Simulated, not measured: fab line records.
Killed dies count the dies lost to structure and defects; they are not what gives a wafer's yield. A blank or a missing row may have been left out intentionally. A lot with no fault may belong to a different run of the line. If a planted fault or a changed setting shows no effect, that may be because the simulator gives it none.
What tool caused it? :: flow gf180mcu :: 42 wafers from 14 lots sampled at 4 of the route's 602 steps

WHAT EACH GAUGE READ, for each wafer
GF_MVPSD_OVL_MEAS_07.
lot: L303
measured: day 5 00:32
on: overlay-02
MVPSD_OVL (nm): -2.3 -1.6 -0.3

lot: L304
measured: day 5 05:34
on: overlay-01
MVPSD_OVL (nm): -4.2 -4.1 -4.9

lot: L305
measured: day 5 10:35
on: overlay-01
MVPSD_OVL (nm): -1.9 -2.5 -1.0

lot: L306
measured: day 5 17:28
on: overlay-01
MVPSD_OVL (nm): -0.4 -0.1 0.2

lot: L307
measured: day 5 22:35
on: overlay-01
MVPSD_OVL (nm): 1.2 0.3 0.3

lot: L309
measured: day 6 12:40
on: overlay-02
MVPSD_OVL (nm): 0.9 -0.9 -0.5

lot: L310
measured: day 6 16:14
on: overlay-02
MVPSD_OVL (nm): -1.4 -1.4 -0.4

lot: L311
measured: day 7 01:47
on: overlay-02
MVPSD_OVL (nm): 0.4 0.9 0.3

lot: L312
measured: day 7 05:14
on: overlay-02
MVPSD_OVL (nm): -1.1 -0.2 0.6

lot: L316
measured: day 8 05:02
on: overlay-01
MVPSD_OVL (nm): 1.3 1.4 0.5

lot: L317
measured: day 8 15:31
on: overlay-02
MVPSD_OVL (nm): 2.8 1.9 0.9

lot: L318
measured: day 8 17:50
on: overlay-01
MVPSD_OVL (nm): 2.7 1.1 2.1

lot: L323
measured: day 9 23:27
on: overlay-01
MVPSD_OVL (nm): -0.8 -0.5 -1.6

lot: L325
measured: day 10 10:34
on: overlay-01
MVPSD_OVL (nm): -1.2 -1.8 -2.2

GF_VT_IMPLANT_OVL_MEAS_40.
lot: L303
measured: day 7 12:58
on: overlay-02
VT_IMPLANT_03_OVL (nm): 2.2 1.7 2.2

lot: L304
measured: day 7 17:02
on: overlay-01
VT_IMPLANT_03_OVL (nm): -1.9 0.4 -1.7

lot: L305
measured: day 7 23:29
on: overlay-01
VT_IMPLANT_03_OVL (nm): 1.6 0.3 2.1

lot: L306
measured: day 8 08:47
on: overlay-02
VT_IMPLANT_03_OVL (nm): 0.0 -1.0 -1.4

lot: L307
measured: day 8 13:44
on: overlay-02
VT_IMPLANT_03_OVL (nm): 2.2 0.3 -0.1

lot: L309
measured: day 9 04:43
on: overlay-01
VT_IMPLANT_03_OVL (nm): 2.9 2.3 3.1

lot: L310
measured: day 9 09:40
on: overlay-02
VT_IMPLANT_03_OVL (nm): -1.4 -1.1 -0.6

lot: L311
measured: day 9 18:56
on: overlay-01
VT_IMPLANT_03_OVL (nm): -0.2 -1.1 -1.3

lot: L312
measured: day 9 23:49
on: overlay-02
VT_IMPLANT_03_OVL (nm): -0.1 0.9 -0.4

lot: L316
measured: day 11 01:19
on: overlay-02
VT_IMPLANT_03_OVL (nm): -0.3 -1.8 -0.7

lot: L317
measured: day 11 14:10
on: overlay-01
VT_IMPLANT_03_OVL (nm): -0.4 -1.2 0.2

lot: L318
measured: day 11 17:44
on: overlay-02
VT_IMPLANT_03_OVL (nm): -1.9 0.6 -1.6

lot: L323
measured: day 13 01:58
on: overlay-02
VT_IMPLANT_03_OVL (nm): -0.6 -2.4 -2.7

lot: L325
measured: day 13 14:36
on: overlay-01
VT_IMPLANT_03_OVL (nm): 0.2 0.8 0.9

WHAT TOOL EACH LOT RAN ON (gives the tool, then ch and the chambers of the sampled wafers, and finally the start)
lot: L303
GF_VT_IMPLANT_STRIP_09: plasma asher-02 ch 0,1, day 5 15:31
GF_VT_IMPLANT_IMPLANT_19: implanter-01 ch 0, day 6 06:15

lot: L304
GF_VT_IMPLANT_STRIP_09: plasma asher-01 ch 0,1, day 5 19:40
GF_VT_IMPLANT_IMPLANT_19: implanter-04 ch 0, day 6 10:29

lot: L305
GF_VT_IMPLANT_STRIP_09: plasma asher-02 ch 0,1, day 6 01:16
GF_VT_IMPLANT_IMPLANT_19: implanter-04 ch 0, day 6 15:58

lot: L306
GF_VT_IMPLANT_STRIP_09: plasma asher-03 ch 0,1, day 6 08:43
GF_VT_IMPLANT_IMPLANT_19: implanter-04 ch 0, day 6 23:48

lot: L307
GF_VT_IMPLANT_STRIP_09: plasma asher-01 ch 0,1, day 6 14:07
GF_VT_IMPLANT_IMPLANT_19: implanter-03 ch 0, day 7 04:40

lot: L309
GF_VT_IMPLANT_STRIP_09: plasma asher-02 ch 0,1, day 7 04:05
GF_VT_IMPLANT_IMPLANT_19: implanter-03 ch 0, day 7 19:39

lot: L310
GF_VT_IMPLANT_STRIP_09: plasma asher-02 ch 0,1, day 7 07:58
GF_VT_IMPLANT_IMPLANT_19: implanter-04 ch 0, day 8 00:25

lot: L311
GF_VT_IMPLANT_STRIP_09: plasma asher-03 ch 0,1, day 7 18:01
GF_VT_IMPLANT_IMPLANT_19: implanter-01 ch 0, day 8 09:48

lot: L312
GF_VT_IMPLANT_STRIP_09: plasma asher-01 ch 0,1, day 7 21:29
GF_VT_IMPLANT_IMPLANT_19: implanter-03 ch 0, day 8 14:07

lot: L316
GF_VT_IMPLANT_STRIP_09: plasma asher-02 ch 0,1, day 8 20:55
GF_VT_IMPLANT_IMPLANT_19: implanter-01 ch 0, day 9 13:16

lot: L317
GF_VT_IMPLANT_STRIP_09: plasma asher-01 ch 0,1, day 9 08:07
GF_VT_IMPLANT_IMPLANT_19: implanter-04 ch 0, day 10 01:28

lot: L318
GF_VT_IMPLANT_STRIP_09: plasma asher-03 ch 0,1, day 9 11:24
GF_VT_IMPLANT_IMPLANT_19: implanter-01 ch 0, day 10 04:45

lot: L323
GF_VT_IMPLANT_STRIP_09: plasma asher-02 ch 0,1, day 10 17:36
GF_VT_IMPLANT_IMPLANT_19: implanter-04 ch 0, day 11 11:37

lot: L325
GF_VT_IMPLANT_STRIP_09: plasma asher-01 ch 0,1, day 11 05:41
GF_VT_IMPLANT_IMPLANT_19: implanter-04 ch 0, day 11 23:43
- GF_VT_IMPLANT_STRIP_09: strips in O2/N2.
- GF_VT_IMPLANT_IMPLANT_19

WHAT THE TOOLS THEMSELVES READ (means of the sampled wafers that have a number; where no wafer has one, the mark that the record gives instead)
GF_VT_IMPLANT_STRIP_09.
lot: L303
tool: plasma asher-02
drypump motor current A (A): 5.7
heater power w (W): 354
o2 flow sccm (sccm): 3006
oes product au (a.u.): 0.714
strip time to endpoint s (s): 12.65

lot: L304
tool: plasma asher-01
drypump motor current A (A): 5.4
heater power w (W): 322
o2 flow sccm (sccm): 3004
oes product au (a.u.): 0.715
strip time to endpoint s (s): 12.62

lot: L305
tool: plasma asher-02
drypump motor current A (A): 5.7
heater power w (W): 352
o2 flow sccm (sccm): 3005
oes product au (a.u.): 0.712
strip time to endpoint s (s): 12.59

lot: L306
tool: plasma asher-03
drypump motor current A (A): 5.6
heater power w (W): 374
o2 flow sccm (sccm): 2998
oes product au (a.u.): 0.712
strip time to endpoint s (s): 12.59

lot: L307
tool: plasma asher-01
drypump motor current A (A): 5.4
heater power w (W): 324
o2 flow sccm (sccm): 2998
oes product au (a.u.): 0.716
strip time to endpoint s (s): 12.58

lot: L309
tool: plasma asher-02
drypump motor current A (A): 5.9
heater power w (W): 349
o2 flow sccm (sccm): 2993
oes product au (a.u.): 0.716
strip time to endpoint s (s): 12.64

lot: L310
tool: plasma asher-02
drypump motor current A (A): 5.9
heater power w (W): 347
o2 flow sccm (sccm): 2997
oes product au (a.u.): 0.717
strip time to endpoint s (s): 12.63

lot: L311
tool: plasma asher-03
drypump motor current A (A): 5.6
heater power w (W): 369
o2 flow sccm (sccm): 3004
oes product au (a.u.): 0.718
strip time to endpoint s (s): 12.58

lot: L312
tool: plasma asher-01
drypump motor current A (A): 5.4
heater power w (W): 327
o2 flow sccm (sccm): 3003
oes product au (a.u.): 0.717
strip time to endpoint s (s): 12.64

lot: L316
tool: plasma asher-02
drypump motor current A (A): 5.7
heater power w (W): 360
o2 flow sccm (sccm): 2999
oes product au (a.u.): 0.717
strip time to endpoint s (s): 12.68

lot: L317
tool: plasma asher-01
drypump motor current A (A): 5.4
heater power w (W): 345
o2 flow sccm (sccm): 3003
oes product au (a.u.): 0.716
strip time to endpoint s (s): 12.65

lot: L318
tool: plasma asher-03
drypump motor current A (A): 5.7
heater power w (W): 374
o2 flow sccm (sccm): 3002
oes product au (a.u.): 0.719
strip time to endpoint s (s): 12.66

lot: L323
tool: plasma asher-02
drypump motor current A (A): 5.7
heater power w (W): 354
o2 flow sccm (sccm): 2993
oes product au (a.u.): 0.716
strip time to endpoint s (s): 12.59

lot: L325
tool: plasma asher-01
drypump motor current A (A): 5.4
heater power w (W): 344
o2 flow sccm (sccm): 2992
oes product au (a.u.): 0.718
strip time to endpoint s (s): 12.63

GF_VT_IMPLANT_IMPLANT_19.
lot: L303
tool: implanter-01
tilt deg (degrees): 6.980

lot: L304
tool: implanter-04
tilt deg (degrees): 6.986

lot: L305
tool: implanter-04
tilt deg (degrees): 7.009

lot: L306
tool: implanter-04
tilt deg (degrees): 6.975

lot: L307
tool: implanter-03
tilt deg (degrees): 6.991

lot: L309
tool: implanter-03
tilt deg (degrees): 7.000

lot: L310
tool: implanter-04
tilt deg (degrees): 6.992

lot: L311
tool: implanter-01
tilt deg (degrees): 6.994

lot: L312
tool: implanter-03
tilt deg (degrees): 6.990

lot: L316
tool: implanter-01
tilt deg (degrees): 7.713

lot: L317
tool: implanter-04
tilt deg (degrees): 6.994

lot: L318
tool: implanter-01
tilt deg (degrees): 7.681

lot: L323
tool: implanter-04
tilt deg (degrees): 7.015

lot: L325
tool: implanter-04
tilt deg (degrees): 7.001

THE ANSWER, worked out from the rows above alone
Rule: the usual values come from the lots themselves. The widest of any qualifying gaps counts: lots, ordered by their means at a reading, are off when they make up no more than a third of the lots, leave a main group of 4 or more, and stand apart from it by 3 or more times the standard deviation of that group's means. Not used: any main group whose means are identical at the precision the tables above print for the reading. Also off: a lot with no number at a reading for which 4 or more lots have one. All remaining lots with rows at the step are treated as sound. Order of review: gauges by route order, followed by the tools' own readings, for which a lot's mean as printed above is used. The first step at which some lot is off is used, and at that step the reading that is off furthest; a lot without a number counts as furthest.
Off, at GF_VT_IMPLANT_IMPLANT_19 on tilt deg: L316, L318. The main group: mean 6.994 degrees, standard deviation 0.011.
If a tool, at that step or one of the process steps before it, ran each lot that is off and ran no sound lot following the first of them, it fits. One fits: implanter-01 at GF_VT_IMPLANT_IMPLANT_19. A fault onset in the window from L311 (day 8 09:48, its last sound lot) to L316 (day 9 13:16, its first lot off) fits.
The tool's own readings at GF_VT_IMPLANT_IMPLANT_19 bear it out: on the lots that are off they differ by more than 5 times the standard deviation of the sound lots' means. tilt deg reads 7.697 degrees there against 6.994 degrees on the sound lots.

WHAT THE SIMULATOR HAD INSERTED
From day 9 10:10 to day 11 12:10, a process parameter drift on implanter-01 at GF_VT_IMPLANT_IMPLANT_19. Setting tilt deg shifted by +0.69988 from 7. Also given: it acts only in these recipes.
Struck lots among those shown: L316, L318. The rule above reached the same finding.
